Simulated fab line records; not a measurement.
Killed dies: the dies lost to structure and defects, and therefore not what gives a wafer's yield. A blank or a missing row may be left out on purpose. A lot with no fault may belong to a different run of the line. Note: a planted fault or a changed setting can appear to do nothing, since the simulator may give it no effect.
Which of the tools did it?	flow sky130	14 lots, 42 wafers sampled, at 2 steps of a route of 708

WHAT THE GAUGES SHOWED, per wafer
The record lacks any reading of a measuring or inspecting step that a usual standard deviation could be used to judge.

EACH LOT AND THE TOOL THAT RAN IT (in order: tool; ch and the chambers of the sampled wafers; start)
lot	SKY_METAL4_COAT_08	SKY_METAL4_STRIP_19
L539	litho track-04 ch 0, day 40 23:00	plasma asher-03 ch 0, day 41 12:14
L540	litho track-02 ch 0, day 41 10:00	plasma asher-03 ch 0,1, day 41 23:23
L541	litho track-01 ch 0, day 41 16:00	plasma asher-03 ch 0,1, day 42 04:05
L542	litho track-01 ch 0, day 41 16:00	plasma asher-02 ch 0,1, day 42 04:44
L543	litho track-04 ch 0, day 42 06:00	plasma asher-01 ch 0,1, day 42 19:15
L545	litho track-04 ch 0, day 43 06:00	plasma asher-02 ch 0,1, day 43 19:06
L546	litho track-04 ch 0, day 43 11:00	plasma asher-03 ch 0,1, day 43 23:45
L544	litho track-01 ch 0, day 43 13:00	plasma asher-02 ch 0,1, day 44 01:11
L553	litho track-04 ch 0, day 45 14:00	plasma asher-01 ch 0,1, day 46 01:27
L555	litho track-04 ch 0, day 45 18:00	plasma asher-03 ch 0,1, day 46 05:29
L557	litho track-02 ch 0, day 45 22:00	plasma asher-02 ch 0, day 46 08:22
L558	litho track-01 ch 0, day 46 09:00	plasma asher-03 ch 0,1, day 46 20:49
L560	litho track-02 ch 0, day 46 14:00	plasma asher-01 ch 0,1, day 47 00:51
L562	litho track-01 ch 0, day 47 07:00	plasma asher-03 ch 0, day 47 18:43
- SKY_METAL4_COAT_08: resist thk 1140 nm.
- SKY_METAL4_STRIP_19: strips in O2/N2.

WHAT THE TOOLS THEMSELVES READ (means of the sampled wafers that have a number; where no wafer has one, the mark that the record gives instead)
SKY_METAL4_COAT_08.
lot	tool	resist line temp C (C)	spin speed rpm (rpm)
L539	litho track-04	23.14	2997.9
L540	litho track-02	23.09	3002.2
L541	litho track-01	23.02	2999.2
L542	litho track-01	22.92	3001.6
L543	litho track-04	23.01	2998.7
L545	litho track-04	22.99	2999.5
L546	litho track-04	22.96	3002.0
L544	litho track-01	22.96	2998.0
L553	litho track-04	23.14	3001.3
L555	litho track-04	22.88	3001.9
L557	litho track-02	22.86	2999.4
L558	litho track-01	22.98	2998.9
L560	litho track-02	23.02	3001.7
L562	litho track-01	23.03	2999.6

SKY_METAL4_STRIP_19.
lot	tool	drypump motor current A (A)	oes product au (a.u.)	strip time to endpoint s (s)
L539	plasma asher-03	6.0	0.505	6.54
L540	plasma asher-03	6.0	0.503	6.56
L541	plasma asher-03	6.0	0.502	6.56
L542	plasma asher-02	5.4	0.501	6.54
L543	plasma asher-01	6.3	0.504	6.57
L545	plasma asher-02	5.3	0.504	6.50
L546	plasma asher-03	6.0	0.503	6.55
L544	plasma asher-02	5.4	0.502	6.54
L553	plasma asher-01	6.0	0.470	5.75
L555	plasma asher-03	6.0	0.478	5.76
L557	plasma asher-02	5.2	0.505	6.48
L558	plasma asher-03	6.0	0.504	6.56
L560	plasma asher-01	6.3	0.500	6.52
L562	plasma asher-03	6.0	0.503	6.61

THE ANSWER, worked out from the rows above alone
Rule: the usual values come from the lots themselves. The widest of any qualifying gaps counts: lots, ordered by their means at a reading, are off when they make up no more than a third of the lots, leave a main group of 4 or more, and stand apart from it by 3 or more times the standard deviation of that group's means. The tables above print the reading to a certain number of digits; a main group whose means all agree to those digits is not used. A lot without any number at a reading at which 4 lots or more have one is off too. All remaining lots with rows at the step are treated as sound. The gauges are gone through in route order, then the tools' own readings, and for those a lot's mean is taken as printed above. The first step at which some lot is off is used, and at that step the reading that is off furthest; a lot without a number counts as furthest.
Off at SKY_METAL4_STRIP_19 (strip time to endpoint s): L553, L555. Mean 6.54 s and standard deviation 0.032 in the main group.
If a tool, at that step or one of the process steps before it, ran each lot that is off and ran no sound lot following the first of them, it fits. One candidate fits, namely litho track-04 at SKY_METAL4_COAT_08. Its last sound lot is L546 (day 43 11:00), its first lot that is off L553 (day 45 14:00): a fault that began between those two fits.

WHAT THE SIMULATOR PUT IN
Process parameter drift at SKY_METAL4_COAT_08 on litho track-04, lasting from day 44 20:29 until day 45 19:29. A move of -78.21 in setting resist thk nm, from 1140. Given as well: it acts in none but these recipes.
Lots struck among those shown: L553, L555. The same result came from the rule above.
